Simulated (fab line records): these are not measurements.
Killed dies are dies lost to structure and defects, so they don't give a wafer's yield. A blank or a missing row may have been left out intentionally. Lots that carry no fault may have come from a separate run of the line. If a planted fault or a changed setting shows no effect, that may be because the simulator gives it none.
Struck lot and sound lot, side by side :: flow sky130 :: 44 out of 708 route steps
Sound: wafers L759.1, L759.2, L759.4. Wafers L772.2, L772.3, L772.4 were the ones struck. At the end, the cause is stated.
For every step that has rows: the tool of each side, followed by ch and its chambers, followed by its first start. Under that, the readings that differ: sound wafers :: struck wafers :: difference of the means :: sigmas: that difference in standard deviations of wafers without a fault.
alike: same words and numbers on both sides, and readings whose means sit less than 2 such deviations apart. not compared: any withheld reading, any reading some wafer has no value for, any bound like >300 that may hide the same value, and any number with overlapping values for which the record gives no deviation.
A row with sigmas, a row that says differs or no value, or rows on one side alone: a step with any of these is where the two part. Numbers that have no deviation but don't overlap get no sigmas and don't part them. A reading that every wafer of one side lacks parts them only if that side has two wafers or more.

first, 1 step without rows for these wafers: SKY_SONOS_TUNNEL_DEVELOP_06 (develop time 60 s).
SKY_SONOS_TUNNEL_CD_MEAS_07 targets a cd of 410 nm.
  sound on cd sem-02, day 11 18:04; struck on cd sem-02, day 15 23:05
  alike: cd nm
SKY_SONOS_TUNNEL_OVL_MEAS_08:
  sound on overlay-01, day 11 18:11; struck on overlay-01, day 15 23:11
  alike: SONOS_TUNNEL_OVL
then, 3 steps without rows for these wafers: SKY_SONOS_TUNNEL_IMPLANT_09; SKY_SONOS_TUNNEL_WET_ETCH_10 (etches SiO2 in dHF, target depth 14 nm, time 280 s); SKY_SONOS_TUNNEL_STRIP_11 (strips in SPM, time 600 s).
SKY_SONOS_TUNNEL_TW_MEAS_12:
  sound on film metro-04, day 11 18:38; struck on film metro-01, day 15 23:38
  alike: SONOS_TUNNEL_TW
then, 2 steps without rows for these wafers: SKY_SONOS_TUNNEL_CLEAN_13 (cleans in dHF, time 20 s); SKY_SONOS_ONO_OXIDATION_00 (stabilise 600 s, purge 300 s, target thk 2.6 nm).
SKY_SONOS_ONO_THK_MEAS_01:
  sound on film metro-02, day 11 20:24; struck on film metro-02, day 16 01:04
  alike: SONOS_ONO_OXIDATION_THK
then, 1 step without rows for these wafers: SKY_SONOS_ONO_CVD_02 (deposits Si3N4 from DCS/NH3, target thk 10.5 nm, time 180 s).
SKY_SONOS_ONO_THK_MEAS_03:
  sound on film metro-01, day 11 23:03; struck on film metro-01, day 16 02:10
  alike: SONOS_ONO_CVD_02_THK
SKY_SONOS_ONO_CVD_04: deposits SiO2 from SiH4/N2O, target thk 5.7199 nm.
  sound on lpcvd-03 ch 0, day 11 23:07; struck on lpcvd-03 ch 0, day 16 02:13
reading: model.SiO2_of_SONOS_ONO_CVD_04.thk nm (nm)
sound: 5.757 5.743 5.699
struck: 6.627 6.592 6.66
difference: +0.893
sigmas: 
SKY_SONOS_ONO_THK_MEAS_05:
  sound on film metro-03, day 12 00:59; struck on film metro-03, day 16 03:29
reading: SONOS_ONO_CVD_04_THK (nm)
sound: 5.72 5.81 5.68
struck: 6.61 6.59 6.68
difference: +0.89
sigmas: +9
then, 7 steps without rows for these wafers: SKY_SONOS_ONO_DEHYDRATE_06 (time 60 s); SKY_SONOS_ONO_HMDS_07 (prime time 60 s); SKY_SONOS_ONO_COAT_08 (resist thk 1140 nm); SKY_SONOS_ONO_SOFTBAKE_09 (time 60 s); SKY_SONOS_ONO_EXPOSE_10 (exposes mask ONOM, target cd 410 nm); SKY_SONOS_ONO_PEB_11; SKY_SONOS_ONO_DEVELOP_12 (develop time 60 s).
SKY_SONOS_ONO_CD_MEAS_13 targets a cd of 410 nm.
  sound on cd sem-02, day 13 01:15; struck on cd sem-02, day 17 08:07
  alike: cd nm
SKY_SONOS_ONO_OVL_MEAS_14:
  sound on overlay-01, day 13 01:22; struck on overlay-02, day 17 08:13
  alike: SONOS_ONO_OVL
SKY_SONOS_ONO_ETCH_15: etches the open film in CHF3/O2, target depth 19.52 nm, time 7.8 s.
  sound on rie diel-01 ch 0,1,2, day 13 01:25; struck on rie diel-02 ch 0,1,2, day 17 08:15
  alike: drypump motor current A, oes product au, rf fwd power W, throttle valve pct
  not compared: rf hours counter h
then, 1 step without rows for these wafers: SKY_SONOS_ONO_WET_ETCH_16 (etches SiO2 in dHF, target depth 14 nm, time 280 s).
SKY_SONOS_ONO_STRIP_17: strips in O2/N2.
  sound on plasma asher-02 ch 0,1, day 13 01:31; struck on plasma asher-03 ch 0,1, day 17 08:26
  alike: drypump motor current A, n2 flow sccm, o2 flow sccm, oes product au, strip time to endpoint s
  not compared: rf hours counter h
then, 3 steps without rows for these wafers: SKY_SONOS_ONO_WET_ETCH_18 (etches Si3N4 in H3PO4, target depth 15 nm, time 172 s); SKY_GATE_OXIDE_CLEAN_00 (cleans in SC1/SC2, time 150 s); SKY_GATE_OXIDE_OXIDATION_01 (stabilise 600 s, purge 300 s, target thk 10.268 nm).
SKY_GATE_OXIDE_THK_MEAS_02:
  sound on film metro-04, day 13 04:53; struck on film metro-04, day 17 11:06
reading: GATE_OXIDE_OXIDATION_00_THK (nm)
sound: 10.84 11.04 10.79
struck: 10.48 10.27 10.19
difference: -0.58
sigmas: -2
then, 7 steps without rows for these wafers: SKY_GATE_OXIDE_DEHYDRATE_03 (time 60 s); SKY_GATE_OXIDE_HMDS_04 (prime time 60 s); SKY_GATE_OXIDE_COAT_05 (resist thk 1140 nm); SKY_GATE_OXIDE_SOFTBAKE_06 (time 60 s); SKY_GATE_OXIDE_EXPOSE_07 (exposes mask LVOM, target cd 600 nm); SKY_GATE_OXIDE_PEB_08; SKY_GATE_OXIDE_DEVELOP_09 (develop time 60 s).
SKY_GATE_OXIDE_OVL_MEAS_10:
  sound on overlay-01, day 14 06:34; struck on overlay-01, day 18 16:56
  alike: GATE_OXIDE_OVL
then, 2 steps without rows for these wafers: SKY_GATE_OXIDE_IMPLANT_11; SKY_GATE_OXIDE_WET_ETCH_12 (etches SiO2 in dHF, target depth 16.8 nm, time 336 s).
SKY_GATE_OXIDE_STRIP_13: strips in O2/N2.
  sound on plasma asher-04 ch 0,1, day 14 06:52; struck on plasma asher-03 ch 0,1, day 18 17:13
  alike: drypump motor current A, n2 flow sccm, o2 flow sccm, oes product au, strip time to endpoint s
  not compared: rf hours counter h
SKY_GATE_OXIDE_TW_MEAS_14:
  sound on film metro-04, day 14 06:58; struck on film metro-04, day 18 17:20
  alike: GATE_OXIDE_TW
SKY_GATE_OXIDE_CLEAN_15: cleans in SC1/SC2, time 150 s.
  sound on wet bench-03 ch 0, day 14 07:01; struck on wet bench-02 ch 2, day 18 17:23
reading: model.SiO2_of_SONOS_ONO_CVD_04.thk nm (nm)
sound: 4.245 4.232 4.184
struck: 5.119 5.084 5.155
difference: +0.899
sigmas: 
-- the record jumps here: 30 days lie between the struck wafers' starts before and after (it left off in module GATE_OXIDE and takes up again in module PAD_OPEN, whose first step shown is number 708 of the route) --
SKY_PAD_OPEN_PROBE_99:
  sound on prober-02, day 45 22:47; struck on prober-01, day 49 05:03
reading: model.etest.sonos erased.drive ua um
sound: 162.2 155.6 203.4
struck: 144.8 153.7 122.7
difference: -33.3
sigmas: 

reading: model.etest.cap ono.gate log10 a cm2
sound: -7.936 -7.882 -7.829
struck: -9.02 -9.03 -9.09
difference: -1.16
sigmas: 

reading: model.etest.cap ono.gate bv v (V)
sound: 16.57 16.26 15.79
struck: 17.55 17.06 16.76
difference: +0.92
sigmas: 

reading: model.etest.cap ono.tox acc nm (nm)
sound: 12.87 12.89 12.8
struck: 13.72 13.68 13.72
difference: +0.85
sigmas: 

reading: model.etest.sonos programmed.off log10 a um
sound: -13.99 -14.02 -14
struck: -13.67 -13.39 -13.46
difference: +0.50
sigmas: 

reading: model.etest.sonos programmed.vt v (V)
sound: 1.479 1.446 1.554
struck: 1.04 1.001 1.011
difference: -0.48
sigmas: 

reading: model.etest.sonos erased.vt v (V)
sound: -2.232 -2.249 -2.323
struck: -1.881 -1.903 -1.815
difference: +0.402
sigmas: 
  alike: killed_at_M0_to_M3, killed_at_M4_up, killed at contacts, killed at front end, killed at other, killed dies, killed open, killed short
  not compared: model.etest.sonos uncharged.r on ohm um

## WHERE THEY PART
Last at SKY_GATE_OXIDE_THK_MEAS_02 as far as this record goes, first at SKY_SONOS_ONO_THK_MEAS_05. Later steps at which nothing parts them and some readings are alike: SKY_GATE_OXIDE_OVL_MEAS_10, SKY_GATE_OXIDE_STRIP_13, SKY_GATE_OXIDE_TW_MEAS_14, SKY_PAD_OPEN_PROBE_99.

WHY: what had been put in by the simulator
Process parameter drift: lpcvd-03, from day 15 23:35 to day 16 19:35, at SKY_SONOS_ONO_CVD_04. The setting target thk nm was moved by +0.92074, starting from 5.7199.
